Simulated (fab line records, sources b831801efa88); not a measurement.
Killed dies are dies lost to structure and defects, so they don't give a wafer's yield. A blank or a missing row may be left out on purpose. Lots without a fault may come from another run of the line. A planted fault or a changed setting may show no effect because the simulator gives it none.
Problem report in the 8D (eight disciplines) form, filled by code | flow sky130 | the parts of the form that need people (team, actions taken, sign-off) are left out

1. THE PROBLEM
CONTACT_HDPCVD_THK at SKY_CONTACT_THK_MEAS_03 reads a mean of 516 nm on 3 wafers of 2 lots; wafers without a fault read 561 nm with a standard deviation of 5.2. That is -8.7 standard deviations from the usual mean.
First seen on wafer L916.1, day 35 00:11, on film_metro-04. The record holds 34 wafers of 12 lots with a number at this step. Rule for "out", or "out of limits": more than 4 standard deviations from the usual mean. The other wafers with a number count as sound.

2. WHAT IT IS AND WHAT IT IS NOT
question                    | is                     | is not
which readings at this step | CONTACT_HDPCVD_THK     | -
which lots                  | L916, L918             | L903, L904, L907, L908, L909, L922, L923, L924, L925, L926
which wafers of those lots  | L916.1, L916.3, L918.1 | L918.5
read on which gauges        | film_metro-04          | film_metro-01
when                        | from day 35 00:11      | up to then (15 sound wafers); but 16 sound wafers of L918, L922, L923, L924, L925, L926 came after

3. SUSPECTS, AND WHAT RULES EACH OUT
Counting: a tool at a process step up to the reading stays a suspect if it ran every lot that is out. Sound lots after the first of them don't rule it out here, since some wafers of a struck lot are sound.
- the gauge at SKY_CONTACT_THK_MEAS_03: ruled out. All the wafers that are out were read on film_metro-04, but those of them that SKY_CONTACT_HDPCVD_02 has rows for are out there too, on other tools.
- hdpcvd-02 at SKY_CONTACT_HDPCVD_02 (deposits SiO2, target thk 565 nm, time 94.2 s): kept. It ran every lot that is out, first L916 (day 35 00:05); its last sound lot up to then is L904 (day 30 19:10). Its own readings are out on those wafers: run_length_s.
Left after counting: hdpcvd-02 at SKY_CONTACT_HDPCVD_02.

4. THE CAUSE (what the simulator had put in)
Process parameter drift: hdpcvd-02, from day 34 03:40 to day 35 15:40, at SKY_CONTACT_HDPCVD_02. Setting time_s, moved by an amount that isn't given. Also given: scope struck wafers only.
Counting left only this tool.

5. THE CHAIN OF EFFECTS, in route order
Each row: a reading whose mean over the struck wafers that have a number lies more than 3 standard deviations from the usual. Only readings for which the record gives a usual standard deviation are gone through. hours: the time from each lot's start at the first step in this table that gives one to its start at this step, as a median over the lots. sigmas: the change in usual standard deviations.
hours | step                    | reading            | usual   | on struck wafers | change | sigmas
0     | SKY_CONTACT_HDPCVD_02   | run_length_s       | 122.1 s | 114.9            | -7.2   | -14
0     | SKY_CONTACT_THK_MEAS_03 | CONTACT_HDPCVD_THK | 561 nm  | 516              | -45    | -8.7
0     | SKY_CONTACT_CMP_04      | time_to_endpoint_s | 82 s    | 61               | -21    | -4.9
The process steps in it:
- SKY_CONTACT_HDPCVD_02: deposits SiO2, target thk 565 nm, time 94.2 s.
- SKY_CONTACT_CMP_04: polishes SiO2.

6. WHAT WOULD HAVE CAUGHT IT SOONER
In this record the first reading out of limits at a measuring or inspecting step was taken at day 35 00:11, 21 hours after the fault began at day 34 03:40.
The tool's own readings at SKY_CONTACT_HDPCVD_02 were out on every struck wafer that the step has a row for (run_length_s): an alarm limit on them would have fired on the first of those.
Of the lots that are out (2), L918 began SKY_CONTACT_HDPCVD_02 on hdpcvd-02 after day 35 00:11. A hold on the tool at that time would have spared it.
